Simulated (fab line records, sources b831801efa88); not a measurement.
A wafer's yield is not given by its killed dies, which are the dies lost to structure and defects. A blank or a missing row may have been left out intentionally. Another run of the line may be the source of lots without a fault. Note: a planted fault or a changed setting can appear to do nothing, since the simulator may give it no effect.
A struck lot beside a sound one -- flow sky130 -- 15 out of 708 route steps
Sound: these wafers, L827.2, L827.3, L827.5. Struck: wafers L837.2, L837.6. (L837.5 of the same lot was not struck and is left out.) The cause comes at the end.
At each step with rows: each side's tool, then ch and its chambers, then its first start. Under that, the readings that differ: sound wafers -- struck wafers -- difference of the means -- sigmas: that difference in standard deviations of wafers without a fault.
alike: words and numbers the same on both sides, and readings whose means are apart by under 2 such deviations; not compared: readings that were withheld, readings missing a value for some wafer, numbers with overlapping values and no deviation given by the record, and bounds like >300 which may hide the same value.
Wherever a step has rows on one side only, a row that says differs or no value, or a row with sigmas, the two part there. When numbers do not overlap yet have no deviation, they are printed without sigmas and do not part them. A reading missing from all wafers of one side parts the sides only when that side holds two or more wafers.

SKY_VIA3_CMP_02: polishes SiO2.
  sound on cmp-01 ch 0,2,3, day 41 03:46; struck on cmp-02 ch 1,2, day 43 23:55
  alike: edge_zone_pressure_frac, motor_current_A
SKY_VIA3_BOW_MEAS_03:
  struck on film_metro-01, day 44 00:14; sound on film_metro-02, day 41 03:59
  alike: VIA3_BOW
then, 8 steps without rows for these wafers: SKY_VIA3_DEHYDRATE_04 (time 60 s); SKY_VIA3_HMDS_05 (prime time 60 s); SKY_VIA3_COAT_06 (resist thk 60 nm); SKY_VIA3_COAT_07 (resist thk 450 nm); SKY_VIA3_SOFTBAKE_08 (time 90 s); SKY_VIA3_EXPOSE_09 (exposes mask VIM3, target cd 200 nm); SKY_VIA3_PEB_10; SKY_VIA3_DEVELOP_11 (develop time 60 s).
SKY_VIA3_CD_MEAS_12: target cd 200 nm.
  struck on cd_sem-01, day 44 21:52; sound on cd_sem-02, day 42 04:16
  alike: cd_nm
SKY_VIA3_OVL_MEAS_13:
  struck on overlay-02, day 44 21:58; sound on overlay-02, day 42 04:22
  alike: VIA3_OVL
SKY_VIA3_ETCH_14: etches BARC in N2/H2, stops on SiO2, time 45.9 s, target depth 60 nm.
  sound on rie_diel-01 ch 0,1,2, day 42 04:23; struck on rie_diel-04 ch 0, day 44 22:00
reading,sound,struck,difference,sigmas
model.KrF-thick_of_VIA3_COAT_07.thk_nm (nm),394.1 393.7 395.7,397.4 396.6,+2.5,
  alike: drypump_motor_current_A, oes_product_au, rf_fwd_power_W, throttle_valve_pct
  not compared: rf_hours_counter_h
SKY_VIA3_ETCH_15: etches SiO2 in C4F8/O2/Ar, stops on TiN, target depth 507 nm, time 78 s.
  sound on rie_diel-01 ch 0,1,2, day 42 04:26; struck on rie_diel-04 ch 0, day 44 22:03
  alike: oes_product_au, rf_fwd_power_W
  not compared: rf_hours_counter_h
following that, these wafers have no rows for 1 step: SKY_PAD_OPEN_PROBE_99.

WHERE THEY PART
Nowhere in this record.

WHY: what had been put in by the simulator
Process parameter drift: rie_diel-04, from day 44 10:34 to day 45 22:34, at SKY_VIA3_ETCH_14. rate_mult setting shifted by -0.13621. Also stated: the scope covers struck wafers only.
